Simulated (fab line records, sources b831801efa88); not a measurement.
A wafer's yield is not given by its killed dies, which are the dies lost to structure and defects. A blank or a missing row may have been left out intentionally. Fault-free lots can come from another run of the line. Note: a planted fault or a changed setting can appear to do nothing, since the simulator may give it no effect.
fab line records | flow gf180mcu
record lots=5 | wafers=15 | last-day=34
route steps=602 shown VT_IMPLANT@109
lots with no fault: from the same line, run without faults
start-h: start of the lot's first displayed wafer, in hours after the record's first day | wait-h: hours from the lot's prior step to this one | " repeats the value in the row above | L1.1+2: several wafers, shown together as one row | - either no value or no given start | * or withheld: withheld | < > ~ a bound
route shown NAME@n: a module of which the file shows steps, and the number in the route of the first | usual: mean and standard deviation over wafers with no fault | same: alike in all rows | chamber/n: place in a boat | sites: per-site readings | _std_site: their standard deviation | _edge_site: the outer-site mean with the inner-site mean subtracted | radius-mm: how far each site lies from the wafer's centre | mask NAME#n: copy n | behind: the last tool/chamber to shape the wafer | hold: reason for holding the lot/hours on hold/outcome of the hold | device: names the non-switching transistor (n, p or np) | end of line: the route-end tests of the same wafers | a step given without rows: its recipe and nothing more | killed: count of dies lost to structure and defects at first sort (not the wafer's yield) | map: dies across one wafer; x = killed, . = not, _ = none there
set.NAME: setting as actually run; set.NAME@STEP: the setting as run at that earlier step | model.NAME: the simulator's own value behind a step, which no gauge read
a table for each step, a row for each wafer; lots at some steps of the route
services: when a tool's chamber went out of use (start-h, in hours from the record's first day, below 0 if earlier), for how many hours, and the reason
## steps
# step GF_VT_IMPLANT_IMPLANT_19
# recipe species=As | energy-kev=100 | dose-cm2=4.35e+12 | tilt-deg=7
# step GF_VT_IMPLANT_STRIP_20
# recipe chemistry=O2/N2 | power-w=1400 | pressure-mtorr=1500 | platen-temp-c=250 | o2-flow-sccm=3000 | n2-flow-sccm=300 | overash-fraction=0.5
# usual chamber-pressure-mTorr=1500.2/1.1 | drypump-motor-current-A=6.0/0.53 | heater-power-w=339/30 | oes-product-au=0.716/0.0045 | strip-time-to-endpoint-s=12.62/0.037
# same overash-fraction=0.5
lot.wafer | tool            | chamber | start-h | wait-h | chamber-pressure-mTorr | drypump-motor-current-A | heater-power-w | oes-product-au | rf-hours-counter-h | strip-time-to-endpoint-s
L541.1    | plasma-asher-02 | 0       | 159.45  | 0.1    | 1500.0                 | 5.4                     | 372            | 0.717          | 52                 | 12.58
L541.4    | "               | 1       | "       | "      | 1500.0                 | 5.8                     | 322            | 0.713          | -                  | 12.59
L541.5    | "               | 0       | "       | "      | 1496.9                 | 5.5                     | 377            | 0.720          | -                  | 12.54
L544.4    | plasma-asher-02 | 0       | 173.48  | 0.1    | 1500.6                 | 5.4                     | 379            | 0.718          | -                  | 12.60
L544.5    | "               | 1       | "       | "      | 1501.7                 | 5.9                     | 325            | 0.716          | -                  | 12.62
L544.6    | "               | 0       | "       | "      | 1500.5                 | 5.4                     | 378            | 0.728          | -                  | 12.58
L548.1    | plasma-asher-02 | 0       | 194.13  | 0.1    | 1501.4                 | 5.5                     | 372            | 0.724          | 56                 | 12.65
L548.4    | "               | 0       | "       | "      | 1497.8                 | 5.4                     | 376            | 0.714          | -                  | 12.69
L548.6    | "               | 1       | "       | "      | 1501.0                 | 5.8                     | 331            | 0.721          | -                  | 12.69
L558.1    | plasma-asher-01 | 0       | 261.05  | 0.1    | 1500.3                 | 6.8                     | 367            | 0.718          | 15                 | 12.64
L558.3    | "               | 0       | "       | "      | 1500.9                 | 6.8                     | 339            | 0.711          | -                  | 12.61
L558.4    | "               | 1       | "       | "      | 1500.0                 | 5.7                     | 293            | 0.716          | -                  | 12.60
L560.3    | plasma-asher-04 | 1       | 277.53  | 0.1    | 1501.4                 | 6.3                     | 367            | 0.717          | -                  | 12.64
L560.4    | "               | 0       | "       | "      | 1497.4                 | 5.5                     | 346            | 0.711          | -                  | 12.66
L560.6    | "               | 0       | "       | "      | 1499.4                 | 5.5                     | 347            | 0.716          | -                  | 12.60
# step GF_VT_IMPLANT_TW_MEAS_21
# usual VT_IMPLANT_2_TW=1226/6.6
lot.wafer | tool          | chamber | start-h | wait-h | VT_IMPLANT_2_TW
L541.1    | film-metro-01 | -       | 159.55  | 0.1    | 1234
L541.4    | "             | -       | "       | "      | 1235
L541.5    | "             | -       | "       | "      | 1236
L544.4    | film-metro-01 | -       | 173.58  | 0.1    | 1237
L544.5    | "             | -       | "       | "      | 1225
L544.6    | "             | -       | "       | "      | 1233
L548.1    | film-metro-03 | -       | 194.23  | 0.1    | 1225
L548.4    | "             | -       | "       | "      | 1232
L548.6    | "             | -       | "       | "      | 1225
L558.1    | film-metro-04 | -       | 261.15  | 0.1    | 1213
L558.3    | "             | -       | "       | "      | 1219
L558.4    | "             | -       | "       | "      | 1215
L560.3    | film-metro-03 | -       | 277.62  | 0.1    | 1224
L560.4    | "             | -       | "       | "      | 1224
L560.6    | "             | -       | "       | "      | 1224
# step GF_VT_IMPLANT_DEHYDRATE_22
# recipe temp-c=200 | time-s=60
# step GF_VT_IMPLANT_HMDS_23
# recipe prime-time-s=60 | prime-temp-c=120
# step GF_VT_IMPLANT_COAT_24
# recipe resist=NOVOLAK | spin-rpm=3000 | resist-thk-nm=1000
# step GF_VT_IMPLANT_SOFTBAKE_25
# recipe temp-c=90 | time-s=60 | resist=NOVOLAK
# step GF_VT_IMPLANT_EXPOSE_26
# recipe mask-id=LVPWELL_HV_AREA | target-cd-nm=860 | na=0.6 | source-shape=conventional | sigma-outer=0.6 | dose-mj=140
# step GF_VT_IMPLANT_PEB_27
# recipe temp-c=withheld | time-s=* | resist=NOVOLAK
# step GF_VT_IMPLANT_DEVELOP_28
# recipe develop-time-s=60 | dev-temp-c=23
# step GF_VT_IMPLANT_OVL_MEAS_29
# usual VT_IMPLANT_02_OVL=0.2/1.2
lot.wafer | tool       | chamber | start-h | wait-h | VT_IMPLANT_02_OVL[nm]
L541.1    | overlay-01 | -       | 175.16  | 0.1    | 1.7
L541.4    | "          | -       | "       | "      | 1.1
L541.5    | "          | -       | "       | "      | 1.7
L544.4    | overlay-01 | -       | 189.88  | 0.1    | 0.8
L544.5    | "          | -       | "       | "      | 0.8
L544.6    | "          | -       | "       | "      | 1.2
L548.1    | overlay-01 | -       | 211.25  | 0.1    | 1.5
L548.4    | "          | -       | "       | "      | -1.0
L548.6    | "          | -       | "       | "      | -1.5
L558.1    | overlay-02 | -       | 280.86  | 0.1    | 0.2
L558.3    | "          | -       | "       | "      | 0.8
L558.4    | "          | -       | "       | "      | 0.1
L560.3    | overlay-02 | -       | 297.04  | 0.1    | 0.7
L560.4    | "          | -       | "       | "      | 1.8
L560.6    | "          | -       | "       | "      | 0.8
# step GF_VT_IMPLANT_IMPLANT_30
# recipe species=B | energy-kev=25 | dose-cm2=2.534e+12 | tilt-deg=7
# step GF_VT_IMPLANT_STRIP_31
# recipe chemistry=O2/N2 | power-w=1400 | pressure-mtorr=1500 | platen-temp-c=250 | o2-flow-sccm=3000 | n2-flow-sccm=300 | overash-fraction=0.5
# usual chamber-pressure-mTorr=1500.3/1.4 | drypump-motor-current-A=6.0/0.5 | heater-power-w=345/27 | oes-product-au=0.716/0.0047 | strip-time-to-endpoint-s=12.62/0.04
# same overash-fraction=0.5
lot.wafer | tool            | chamber | start-h | wait-h | chamber-pressure-mTorr | drypump-motor-current-A | heater-power-w | oes-product-au | rf-hours-counter-h | strip-time-to-endpoint-s | model.NOVOLAK_of_VT_IMPLANT_COAT_24.thk-nm
L541.1    | plasma-asher-02 | 1       | 175.35  | 0.1    | 1500.6                 | 5.9                     | 323            | 0.717          | 54                 | 12.60                    | 0
L541.4    | "               | 0       | "       | "      | 1499.6                 | 5.4                     | 382            | 0.719          | -                  | 12.64                    | 0
L541.5    | "               | 0       | "       | "      | 1498.6                 | 5.5                     | 375            | 0.717          | -                  | 12.62                    | 0
L544.4    | plasma-asher-01 | 0       | 190.08  | 0.1    | 1502.5                 | 6.8                     | 353            | 0.935          | -                  | -                        | 185.2
L544.5    | "               | 1       | "       | "      | 1501.9                 | 5.7                     | 288            | 0.954          | -                  | -                        | 185.8
L544.6    | "               | 0       | "       | "      | 1500.9                 | 6.9                     | 350            | 0.945          | -                  | -                        | 185.1
L548.1    | plasma-asher-04 | 0       | 211.43  | 0.1    | 1498.0                 | 5.5                     | 339            | 0.714          | 56                 | 12.64                    | 0
L548.4    | "               | 1       | "       | "      | 1501.7                 | 6.3                     | 359            | 0.713          | -                  | 12.64                    | 0
L548.6    | "               | 0       | "       | "      | 1501.2                 | 5.5                     | 350            | 0.719          | -                  | 12.67                    | 0
L558.1    | plasma-asher-02 | 1       | 281.05  | 0.1    | 1500.7                 | 5.8                     | 324            | 0.715          | 63                 | 12.57                    | 0
L558.3    | "               | 0       | "       | "      | 1501.8                 | 5.4                     | 370            | 0.714          | -                  | 12.58                    | 0
L558.4    | "               | 1       | "       | "      | 1500.8                 | 5.8                     | 317            | 0.713          | -                  | 12.60                    | 0
L560.3    | plasma-asher-01 | 0       | 297.25  | 0.1    | 1501.4                 | 6.9                     | 353            | 0.723          | -                  | 12.66                    | 0
L560.4    | "               | 1       | "       | "      | 1501.2                 | 5.7                     | 288            | 0.709          | -                  | 12.66                    | 0
L560.6    | "               | 0       | "       | "      | 1502.2                 | 6.9                     | 358            | 0.717          | -                  | 12.65                    | 0
# step GF_VT_IMPLANT_TW_MEAS_32
# usual VT_IMPLANT_3_TW=271.3/1.5
lot.wafer | tool          | chamber | start-h | wait-h | VT_IMPLANT_3_TW
L541.1    | film-metro-04 | -       | 175.45  | 0.1    | 268.7
L541.4    | "             | -       | "       | "      | 268.5
L541.5    | "             | -       | "       | "      | 269.5
L544.4    | film-metro-01 | -       | 190.18  | 0.1    | 273.4
L544.5    | "             | -       | "       | "      | 271.9
L544.6    | "             | -       | "       | "      | 274.2
L548.1    | film-metro-03 | -       | 211.53  | 0.1    | 270.6
L548.4    | "             | -       | "       | "      | 271.9
L548.6    | "             | -       | "       | "      | 271.6
L558.1    | film-metro-01 | -       | 281.15  | 0.1    | 273.3
L558.3    | "             | -       | "       | "      | 274.3
L558.4    | "             | -       | "       | "      | 273.4
L560.3    | film-metro-01 | -       | 297.34  | 0.1    | 272.1
L560.4    | "             | -       | "       | "      | 271.0
L560.6    | "             | -       | "       | "      | 270.4
# step GF_VT_IMPLANT_DEHYDRATE_33
# recipe temp-c=200 | time-s=60
# step GF_VT_IMPLANT_HMDS_34
# recipe prime-time-s=60 | prime-temp-c=120
# step GF_VT_IMPLANT_COAT_35
# recipe resist=NOVOLAK | spin-rpm=3000 | resist-thk-nm=1000
# step GF_VT_IMPLANT_SOFTBAKE_36
# recipe temp-c=90 | time-s=60 | resist=NOVOLAK
# step GF_VT_IMPLANT_EXPOSE_37
# recipe mask-id=Nwell_HV_AREA | target-cd-nm=860 | na=0.6 | source-shape=conventional | sigma-outer=0.6 | dose-mj=140
# step GF_VT_IMPLANT_PEB_38
# recipe temp-c=withheld | time-s=* | resist=NOVOLAK
# step GF_VT_IMPLANT_DEVELOP_39
# recipe develop-time-s=60 | dev-temp-c=23
# step GF_VT_IMPLANT_OVL_MEAS_40
# usual VT_IMPLANT_03_OVL=0.1/1.5
lot.wafer | tool       | chamber | start-h | wait-h | VT_IMPLANT_03_OVL[nm]
L541.1    | overlay-01 | -       | 192.06  | 0.1    | -0.4
L541.4    | "          | -       | "       | "      | -0.2
L541.5    | "          | -       | "       | "      | -1.6
L544.4    | overlay-01 | -       | 207.65  | 0.1    | -4.0
L544.5    | "          | -       | "       | "      | -0.7
L544.6    | "          | -       | "       | "      | -3.6
L548.1    | overlay-02 | -       | 229.36  | 0.1    | 2.1
L548.4    | "          | -       | "       | "      | 1.9
L548.6    | "          | -       | "       | "      | 1.0
L558.1    | overlay-01 | -       | 300.46  | 0.1    | 1.9
L558.3    | "          | -       | "       | "      | 2.3
L558.4    | "          | -       | "       | "      | 1.2
L560.3    | overlay-01 | -       | 317.54  | 0.1    | 0.9
L560.4    | "          | -       | "       | "      | 1.7
L560.6    | "          | -       | "       | "      | 1.3
# step GF_VT_IMPLANT_IMPLANT_41
# recipe species=As | energy-kev=70 | dose-cm2=1.013e+12 | tilt-deg=7
# step GF_VT_IMPLANT_STRIP_42
# recipe chemistry=O2/N2 | power-w=1400 | pressure-mtorr=1500 | platen-temp-c=250 | o2-flow-sccm=3000 | n2-flow-sccm=300 | overash-fraction=0.5
# usual chamber-pressure-mTorr=1500.3/1.4 | drypump-motor-current-A=5.8/0.45 | heater-power-w=347/24 | oes-product-au=0.716/0.0045 | strip-time-to-endpoint-s=12.62/0.035
# same overash-fraction=0.5
lot.wafer | tool            | chamber | start-h | wait-h | chamber-pressure-mTorr | drypump-motor-current-A | heater-power-w | oes-product-au | rf-hours-counter-h | strip-time-to-endpoint-s
L541.1    | plasma-asher-04 | 1       | 192.25  | 0.1    | 1499.2                 | 6.3                     | 358            | 0.722          | 54                 | 12.68
L541.4    | "               | 0       | "       | "      | 1502.2                 | 5.4                     | 342            | 0.721          | -                  | 12.73
L541.5    | "               | 1       | "       | "      | 1501.6                 | 6.3                     | 358            | 0.714          | -                  | 12.69
L544.4    | plasma-asher-04 | 0       | 207.85  | 0.1    | 1499.5                 | 5.5                     | 344            | 0.722          | -                  | 15.42
L544.5    | "               | 1       | "       | "      | 1499.7                 | 6.4                     | 354            | 0.713          | -                  | 15.47
L544.6    | "               | 0       | "       | "      | 1499.8                 | 5.4                     | 345            | 0.713          | -                  | 15.41
L548.1    | plasma-asher-04 | 1       | 229.55  | 0.1    | 1500.0                 | 6.4                     | 362            | 0.718          | 58                 | 12.59
L548.4    | "               | 1       | "       | "      | 1496.8                 | 6.3                     | 368            | 0.710          | -                  | 12.60
L548.6    | "               | 0       | "       | "      | 1498.7                 | 5.5                     | 353            | 0.713          | -                  | 12.58
L558.1    | plasma-asher-04 | 0       | 300.65  | 0.1    | 1499.9                 | 5.5                     | 348            | 0.708          | 66                 | 12.64
L558.3    | "               | 0       | "       | "      | 1502.7                 | 5.5                     | 346            | 0.721          | -                  | 12.62
L558.4    | "               | 1       | "       | "      | 1500.6                 | 6.4                     | 362            | 0.723          | -                  | 12.66
L560.3    | plasma-asher-02 | 1       | 317.75  | 0.1    | 1499.6                 | 5.8                     | 329            | 0.715          | -                  | 12.60
L560.4    | "               | 0       | "       | "      | 1500.0                 | 5.4                     | 377            | 0.713          | -                  | 12.59
L560.6    | "               | 0       | "       | "      | 1502.0                 | 5.4                     | 374            | 0.712          | -                  | 12.60
# step GF_VT_IMPLANT_TW_MEAS_43
# usual VT_IMPLANT_4_TW=697/4
lot.wafer | tool          | chamber | start-h | wait-h | hold                     | VT_IMPLANT_4_TW
L541.1    | film-metro-04 | -       | 192.35  | 0.1    | -                        | 699
L541.4    | "             | -       | "       | "      | -                        | 695
L541.5    | "             | -       | "       | "      | -                        | 693
L544.4    | film-metro-04 | -       | 207.95  | 0.1    | await-dispo/0.2h/release | 32
L544.5    | "             | -       | "       | "      | await-dispo/0.2h/release | 32
L544.6    | "             | -       | "       | "      | await-dispo/0.2h/release | 32
L544.4    | film-metro-04 | -       | 208.18  | 0.2    | -                        | 32
L544.5    | "             | -       | "       | "      | -                        | 31
L544.6    | "             | -       | "       | "      | -                        | 32
L548.1    | film-metro-03 | -       | 229.65  | 0.1    | -                        | 697
L548.4    | "             | -       | "       | "      | -                        | 695
L548.6    | "             | -       | "       | "      | -                        | 698
L558.1    | film-metro-04 | -       | 300.75  | 0.1    | -                        | 691
L558.3    | "             | -       | "       | "      | -                        | 691
L558.4    | "             | -       | "       | "      | -                        | 690
L560.3    | film-metro-03 | -       | 317.84  | 0.1    | -                        | 700
L560.4    | "             | -       | "       | "      | -                        | 700
L560.6    | "             | -       | "       | "      | -                        | 703
## services
tool            | chamber | start-h | hours | kind
plasma-asher-04 | -       | 197.53  | 2.8   | pm
plasma-asher-02 | -       | 243.16  | 22.2  | repair
plasma-asher-01 | -       | 271.70  | 3.3   | repair
## key
first-sign step=GF_VT_IMPLANT_STRIP_31 | reading=oes-product-au | direction=up | sigmas=49 | usual=0.716 | struck=0.945
effect step=GF_VT_IMPLANT_STRIP_42 | reading=strip-time-to-endpoint-s | direction=up | sigmas=79 | usual=* | struck=*
effect step=GF_VT_IMPLANT_TW_MEAS_43 | reading=visit | direction=added
effect step=GF_VT_IMPLANT_TW_MEAS_43 | reading=VT_IMPLANT_4_TW | direction=down | sigmas=99+ | usual=697 | struck=32
model-effect step=GF_VT_IMPLANT_STRIP_31 | value=NOVOLAK_of_VT_IMPLANT_COAT_24.thk-nm | without=0 | struck=185.4
met-at GF_VT_IMPLANT_STRIP_31
struck-wafers L544.4,L544.5,L544.6
scrapped-behind GF_VT_IMPLANT_TW_MEAS_43 L544.4,L544.5,L544.6
fault kind=strip-aborted | tool=plasma-asher-01 | chamber=- | onset-h=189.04 | steps=GF_VT_IMPLANT_STRIP_31 | offset=0.48464 | end-h=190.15
